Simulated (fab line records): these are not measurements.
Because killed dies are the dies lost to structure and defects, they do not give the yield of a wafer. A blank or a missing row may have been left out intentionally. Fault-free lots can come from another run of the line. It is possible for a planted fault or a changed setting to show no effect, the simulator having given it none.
What tool caused it? || flow gf180mcu || 39 wafers from 13 lots sampled at 6 of the route's 602 steps

WHAT THE GAUGES SHOWED, per wafer
GF_M4_OVL_MEAS_15. Usual: M4_OVL -2 nm, standard deviation 5.
{"lot": "L840", "measured": "day 23 07:25", "on": "overlay-02", "M4_OVL (nm)": "-9 -7 -8", "flag": ""}
{"lot": "L841", "measured": "day 23 18:23", "on": "overlay-02", "M4_OVL (nm)": "1 0 3", "flag": ""}
{"lot": "L842", "measured": "day 24 03:28", "on": "overlay-02", "M4_OVL (nm)": "-6 -10 -14", "flag": ""}
{"lot": "L843", "measured": "day 24 16:58", "on": "overlay-01", "M4_OVL (nm)": "-5 4 3", "flag": ""}
{"lot": "L844", "measured": "day 24 23:50", "on": "overlay-01", "M4_OVL (nm)": "0 -10 -5", "flag": ""}
{"lot": "L845", "measured": "day 25 04:28", "on": "overlay-02", "M4_OVL (nm)": "9 6 8", "flag": ""}
{"lot": "L846", "measured": "day 25 13:23", "on": "overlay-01", "M4_OVL (nm)": "-10 -10 -2", "flag": ""}
{"lot": "L848", "measured": "day 26 06:46", "on": "overlay-02", "M4_OVL (nm)": "-1 1 -2", "flag": ""}
{"lot": "L851", "measured": "day 27 08:28", "on": "overlay-02", "M4_OVL (nm)": "7 2 4", "flag": ""}
{"lot": "L852", "measured": "day 27 11:46", "on": "overlay-02", "M4_OVL (nm)": "-11 -9 -12", "flag": ""}
{"lot": "L859", "measured": "day 29 12:10", "on": "overlay-02", "M4_OVL (nm)": "2 -6 -1", "flag": ""}
{"lot": "L862", "measured": "day 30 06:29", "on": "overlay-01", "M4_OVL (nm)": "-3 -8 -4", "flag": ""}
{"lot": "L863", "measured": "day 30 13:46", "on": "overlay-01", "M4_OVL (nm)": "0 1 -2", "flag": ""}

GF_V5_THK_MEAS_25: measures by xrf. Usual: V5_W_THK 353 nm, standard deviation 5.8.
{"lot": "L840", "measured": "day 27 04:13", "on": "film_metro-01", "V5_W_THK (nm)": "362 367 363", "flag": ""}
{"lot": "L841", "measured": "day 27 13:48", "on": "film_metro-03", "V5_W_THK (nm)": "358 355 354", "flag": ""}
{"lot": "L842", "measured": "day 27 22:08", "on": "film_metro-01", "V5_W_THK (nm)": "360 363 363", "flag": ""}
{"lot": "L843", "measured": "day 28 09:23", "on": "film_metro-01", "V5_W_THK (nm)": "357 355 353", "flag": ""}
{"lot": "L844", "measured": "day 28 15:05", "on": "film_metro-03", "V5_W_THK (nm)": "355 356 357", "flag": ""}
{"lot": "L845", "measured": "day 28 19:35", "on": "film_metro-04", "V5_W_THK (nm)": "353 357 346", "flag": ""}
{"lot": "L846", "measured": "day 29 03:32", "on": "film_metro-04", "V5_W_THK (nm)": "344 347 346", "flag": ""}
{"lot": "L848", "measured": "day 29 19:39", "on": "film_metro-04", "V5_W_THK (nm)": "347 341 351", "flag": ""}
{"lot": "L851", "measured": "day 30 19:05", "on": "film_metro-04", "V5_W_THK (nm)": "352 352 348", "flag": ""}
{"lot": "L852", "measured": "day 30 21:58", "on": "film_metro-04", "V5_W_THK (nm)": "347 349 352", "flag": ""}
{"lot": "L859", "measured": "day 32 16:20", "on": "film_metro-03", "V5_W_THK (nm)": "352 352 354", "flag": ""}
{"lot": "L862", "measured": "day 33 08:49", "on": "film_metro-01", "V5_W_THK (nm)": "356 361 363", "flag": ""}
{"lot": "L863", "measured": "day 33 14:45", "on": "film_metro-03", "V5_W_THK (nm)": "352 357 350", "flag": ""}

GF_TOP_METAL_RS_MEAS_05: measures by four-point-probe. Usual: TOP_METAL_ALCU_RS 0.0327 ohm/sq, standard deviation 0.00033.
{"lot": "L840", "measured": "day 27 04:48", "on": "film_metro-04", "TOP_METAL_ALCU_RS (ohm/sq)": "0.0334 0.0335 0.0332", "flag": ""}
{"lot": "L841", "measured": "day 27 14:25", "on": "film_metro-04", "TOP_METAL_ALCU_RS (ohm/sq)": "0.0330 0.0329 0.0328", "flag": ""}
{"lot": "L842", "measured": "day 27 22:43", "on": "film_metro-04", "TOP_METAL_ALCU_RS (ohm/sq)": "0.0327 0.0325 0.0325", "flag": ""}
{"lot": "L843", "measured": "day 28 10:15", "on": "film_metro-03", "TOP_METAL_ALCU_RS (ohm/sq)": "0.0325 0.0323 0.0326", "flag": ""}
{"lot": "L844", "measured": "day 28 15:41", "on": "film_metro-04", "TOP_METAL_ALCU_RS (ohm/sq)": "0.0326 0.0326 0.0330", "flag": ""}
{"lot": "L845", "measured": "day 28 20:10", "on": "film_metro-03", "TOP_METAL_ALCU_RS (ohm/sq)": "0.0326 0.0324 0.0325", "flag": ""}
{"lot": "L846", "measured": "day 29 04:07", "on": "film_metro-03", "TOP_METAL_ALCU_RS (ohm/sq)": "0.0326 0.0329 0.0326", "flag": ""}
{"lot": "L848", "measured": "day 29 20:14", "on": "film_metro-03", "TOP_METAL_ALCU_RS (ohm/sq)": "0.0326 0.0327 0.0324", "flag": ""}
{"lot": "L851", "measured": "day 30 19:41", "on": "film_metro-02", "TOP_METAL_ALCU_RS (ohm/sq)": "0.0324 0.0326 0.0329", "flag": ""}
{"lot": "L852", "measured": "day 30 22:33", "on": "film_metro-04", "TOP_METAL_ALCU_RS (ohm/sq)": "0.0330 0.0329 0.0182 0.0330 0.0330 0.0182", "flag": "OFF"}
{"lot": "L859", "measured": "day 32 16:55", "on": "film_metro-04", "TOP_METAL_ALCU_RS (ohm/sq)": "0.0330 0.0333 0.0333", "flag": ""}
{"lot": "L862", "measured": "day 33 09:25", "on": "film_metro-04", "TOP_METAL_ALCU_RS (ohm/sq)": "0.0325 0.0327 0.0323", "flag": ""}
{"lot": "L863", "measured": "day 33 15:20", "on": "film_metro-04", "TOP_METAL_ALCU_RS (ohm/sq)": "0.0330 0.0328 0.0324", "flag": ""}

GF_TOP_METAL_THK_MEAS_06: measures by xrf. Usual: TOP_METAL_ALCU_THK 930 nm, standard deviation 8.9.
{"lot": "L840", "measured": "day 27 04:55", "on": "film_metro-04", "TOP_METAL_ALCU_THK (nm)": "903 902 910", "flag": ""}
{"lot": "L841", "measured": "day 27 14:30", "on": "film_metro-04", "TOP_METAL_ALCU_THK (nm)": "918 927 921", "flag": ""}
{"lot": "L842", "measured": "day 27 22:50", "on": "film_metro-04", "TOP_METAL_ALCU_THK (nm)": "927 932 930", "flag": ""}
{"lot": "L843", "measured": "day 28 10:22", "on": "film_metro-03", "TOP_METAL_ALCU_THK (nm)": "938 943 931", "flag": ""}
{"lot": "L844", "measured": "day 28 15:47", "on": "film_metro-04", "TOP_METAL_ALCU_THK (nm)": "929 931 916", "flag": ""}
{"lot": "L845", "measured": "day 28 20:17", "on": "film_metro-03", "TOP_METAL_ALCU_THK (nm)": "932 937 933", "flag": ""}
{"lot": "L846", "measured": "day 29 04:14", "on": "film_metro-03", "TOP_METAL_ALCU_THK (nm)": "935 923 932", "flag": ""}
{"lot": "L848", "measured": "day 29 20:21", "on": "film_metro-03", "TOP_METAL_ALCU_THK (nm)": "936 933 939", "flag": ""}
{"lot": "L851", "measured": "day 30 19:47", "on": "film_metro-02", "TOP_METAL_ALCU_THK (nm)": "934 927 927", "flag": ""}
{"lot": "L852", "measured": "day 31 01:24", "on": "film_metro-04", "TOP_METAL_ALCU_THK (nm)": "918 924 1674 918 922 1677", "flag": "OFF"}
{"lot": "L859", "measured": "day 32 17:02", "on": "film_metro-04", "TOP_METAL_ALCU_THK (nm)": "921 913 910", "flag": ""}
{"lot": "L862", "measured": "day 33 09:31", "on": "film_metro-04", "TOP_METAL_ALCU_THK (nm)": "941 935 940", "flag": ""}
{"lot": "L863", "measured": "day 33 15:27", "on": "film_metro-04", "TOP_METAL_ALCU_THK (nm)": "917 929 934", "flag": ""}

TOOL THAT RAN EACH LOT (tool first, then ch and the chambers of the sampled wafers, then the start)
{"lot": "L840", "GF_MIM_SPUTTER_04": "pvd_sputter-01, day 24 08:43", "GF_TOP_METAL_SPUTTER_02": "pvd_sputter-04, day 27 04:43"}
{"lot": "L841", "GF_MIM_SPUTTER_04": "pvd_sputter-01, day 24 19:35", "GF_TOP_METAL_SPUTTER_02": "pvd_sputter-04, day 27 14:16"}
{"lot": "L842", "GF_MIM_SPUTTER_04": "pvd_sputter-02, day 25 04:40", "GF_TOP_METAL_SPUTTER_02": "pvd_sputter-04, day 27 22:37"}
{"lot": "L843", "GF_MIM_SPUTTER_04": "pvd_sputter-02, day 25 17:32", "GF_TOP_METAL_SPUTTER_02": "pvd_sputter-03, day 28 10:10"}
{"lot": "L844", "GF_MIM_SPUTTER_04": "pvd_sputter-02, day 26 00:26", "GF_TOP_METAL_SPUTTER_02": "pvd_sputter-02, day 28 15:34"}
{"lot": "L845", "GF_MIM_SPUTTER_04": "pvd_sputter-03, day 26 04:20", "GF_TOP_METAL_SPUTTER_02": "pvd_sputter-03, day 28 20:04"}
{"lot": "L846", "GF_MIM_SPUTTER_04": "pvd_sputter-03, day 26 13:05", "GF_TOP_METAL_SPUTTER_02": "pvd_sputter-03, day 29 04:01"}
{"lot": "L848", "GF_MIM_SPUTTER_04": "pvd_sputter-01, day 27 06:15", "GF_TOP_METAL_SPUTTER_02": "pvd_sputter-02, day 29 20:09"}
{"lot": "L851", "GF_MIM_SPUTTER_04": "pvd_sputter-03, day 28 08:02", "GF_TOP_METAL_SPUTTER_02": "pvd_sputter-03, day 30 19:34"}
{"lot": "L852", "GF_MIM_SPUTTER_04": "pvd_sputter-02, day 28 10:58", "GF_TOP_METAL_SPUTTER_02": "pvd_sputter-03, day 30 22:28"}
{"lot": "L859", "GF_MIM_SPUTTER_04": "pvd_sputter-03, day 30 09:53", "GF_TOP_METAL_SPUTTER_02": "pvd_sputter-04, day 32 16:49"}
{"lot": "L862", "GF_MIM_SPUTTER_04": "pvd_sputter-03, day 31 03:28", "GF_TOP_METAL_SPUTTER_02": "pvd_sputter-02, day 33 09:17"}
{"lot": "L863", "GF_MIM_SPUTTER_04": "pvd_sputter-01, day 31 10:34", "GF_TOP_METAL_SPUTTER_02": "pvd_sputter-02, day 33 15:14"}
- GF_MIM_SPUTTER_04: material TiN, target thk 50 nm, time 41.7 s.
- GF_TOP_METAL_SPUTTER_02: material AlCu, target thk 900 nm, time 47.82 s.

WHAT THE TOOLS THEMSELVES READ (means of the sampled wafers that have a number; where no wafer has one, the mark that the record gives instead)
GF_MIM_SPUTTER_04. Usual: cathode_dc_power_W 6499.8 W, standard deviation 1.3; throttle_valve_pct 29.6 %, standard deviation 1.1.
{"lot": "L840", "tool": "pvd_sputter-01", "cathode_dc_power_W (W)": 6500.0, "throttle_valve_pct (%)": 29.3, "flag": ""}
{"lot": "L841", "tool": "pvd_sputter-01", "cathode_dc_power_W (W)": 6500.8, "throttle_valve_pct (%)": 30.2, "flag": ""}
{"lot": "L842", "tool": "pvd_sputter-02", "cathode_dc_power_W (W)": 6499.4, "throttle_valve_pct (%)": 29.0, "flag": ""}
{"lot": "L843", "tool": "pvd_sputter-02", "cathode_dc_power_W (W)": 6501.1, "throttle_valve_pct (%)": 28.3, "flag": ""}
{"lot": "L844", "tool": "pvd_sputter-02", "cathode_dc_power_W (W)": 6500.7, "throttle_valve_pct (%)": 28.8, "flag": ""}
{"lot": "L845", "tool": "pvd_sputter-03", "cathode_dc_power_W (W)": 6499.4, "throttle_valve_pct (%)": 30.2, "flag": ""}
{"lot": "L846", "tool": "pvd_sputter-03", "cathode_dc_power_W (W)": 6500.6, "throttle_valve_pct (%)": 29.8, "flag": ""}
{"lot": "L848", "tool": "pvd_sputter-01", "cathode_dc_power_W (W)": 6498.8, "throttle_valve_pct (%)": 29.6, "flag": ""}
{"lot": "L851", "tool": "pvd_sputter-03", "cathode_dc_power_W (W)": 6499.9, "throttle_valve_pct (%)": 29.7, "flag": ""}
{"lot": "L852", "tool": "pvd_sputter-02", "cathode_dc_power_W (W)": 6498.5, "throttle_valve_pct (%)": 29.7, "flag": ""}
{"lot": "L859", "tool": "pvd_sputter-03", "cathode_dc_power_W (W)": 6499.4, "throttle_valve_pct (%)": 29.2, "flag": ""}
{"lot": "L862", "tool": "pvd_sputter-03", "cathode_dc_power_W (W)": 6498.4, "throttle_valve_pct (%)": 29.7, "flag": ""}
{"lot": "L863", "tool": "pvd_sputter-01", "cathode_dc_power_W (W)": 6499.1, "throttle_valve_pct (%)": 29.6, "flag": ""}

GF_TOP_METAL_SPUTTER_02. Usual: cathode_dc_power_W 10600 W, standard deviation 2; throttle_valve_pct 29.8 %, standard deviation 1.1.
{"lot": "L840", "tool": "pvd_sputter-04", "cathode_dc_power_W (W)": 10599, "throttle_valve_pct (%)": 30.9, "flag": ""}
{"lot": "L841", "tool": "pvd_sputter-04", "cathode_dc_power_W (W)": 10600, "throttle_valve_pct (%)": 30.7, "flag": ""}
{"lot": "L842", "tool": "pvd_sputter-04", "cathode_dc_power_W (W)": 10600, "throttle_valve_pct (%)": 30.7, "flag": ""}
{"lot": "L843", "tool": "pvd_sputter-03", "cathode_dc_power_W (W)": 10599, "throttle_valve_pct (%)": 29.3, "flag": ""}
{"lot": "L844", "tool": "pvd_sputter-02", "cathode_dc_power_W (W)": 10600, "throttle_valve_pct (%)": 30.7, "flag": ""}
{"lot": "L845", "tool": "pvd_sputter-03", "cathode_dc_power_W (W)": 10598, "throttle_valve_pct (%)": 29.1, "flag": ""}
{"lot": "L846", "tool": "pvd_sputter-03", "cathode_dc_power_W (W)": 10600, "throttle_valve_pct (%)": 29.3, "flag": ""}
{"lot": "L848", "tool": "pvd_sputter-02", "cathode_dc_power_W (W)": 10602, "throttle_valve_pct (%)": 29.8, "flag": ""}
{"lot": "L851", "tool": "pvd_sputter-03", "cathode_dc_power_W (W)": 10599, "throttle_valve_pct (%)": 29.6, "flag": ""}
{"lot": "L852", "tool": "pvd_sputter-03", "cathode_dc_power_W (W)": 10601, "throttle_valve_pct (%)": 29.4, "flag": ""}
{"lot": "L859", "tool": "pvd_sputter-04", "cathode_dc_power_W (W)": 10600, "throttle_valve_pct (%)": 30.6, "flag": ""}
{"lot": "L862", "tool": "pvd_sputter-02", "cathode_dc_power_W (W)": 10601, "throttle_valve_pct (%)": 30.4, "flag": ""}
{"lot": "L863", "tool": "pvd_sputter-02", "cathode_dc_power_W (W)": 10601, "throttle_valve_pct (%)": 30.3, "flag": ""}

THE ANSWER, worked out from the rows above alone
Rule: a lot counts as off when the mean over its wafers that have a number is more than 3 standard deviations away from the usual mean. A lot without any number at a reading at which 4 lots or more have one is off too. Where the step has rows for the other lots, those lots are counted as sound. Order of review: gauges by route order, followed by the tools' own readings, for which a lot's mean as printed above is used. The first step at which some lot is off is used, and at that step the reading that is off furthest; a lot without a number counts as furthest.
Off: at GF_TOP_METAL_RS_MEAS_05 (TOP_METAL_ALCU_RS), L852.
A tool fits if, at a process step before that reading, it ran every lot that is off, and no sound lot after the first of them. Those tools and the gauges at GF_TOP_METAL_RS_MEAS_05 are tried in the same way. Undecided on this evidence; 2 tools fit (pvd_sputter-02 at GF_MIM_SPUTTER_04, pvd_sputter-03 at GF_TOP_METAL_SPUTTER_02).

WHAT HAD BEEN PUT IN BY THE SIMULATOR
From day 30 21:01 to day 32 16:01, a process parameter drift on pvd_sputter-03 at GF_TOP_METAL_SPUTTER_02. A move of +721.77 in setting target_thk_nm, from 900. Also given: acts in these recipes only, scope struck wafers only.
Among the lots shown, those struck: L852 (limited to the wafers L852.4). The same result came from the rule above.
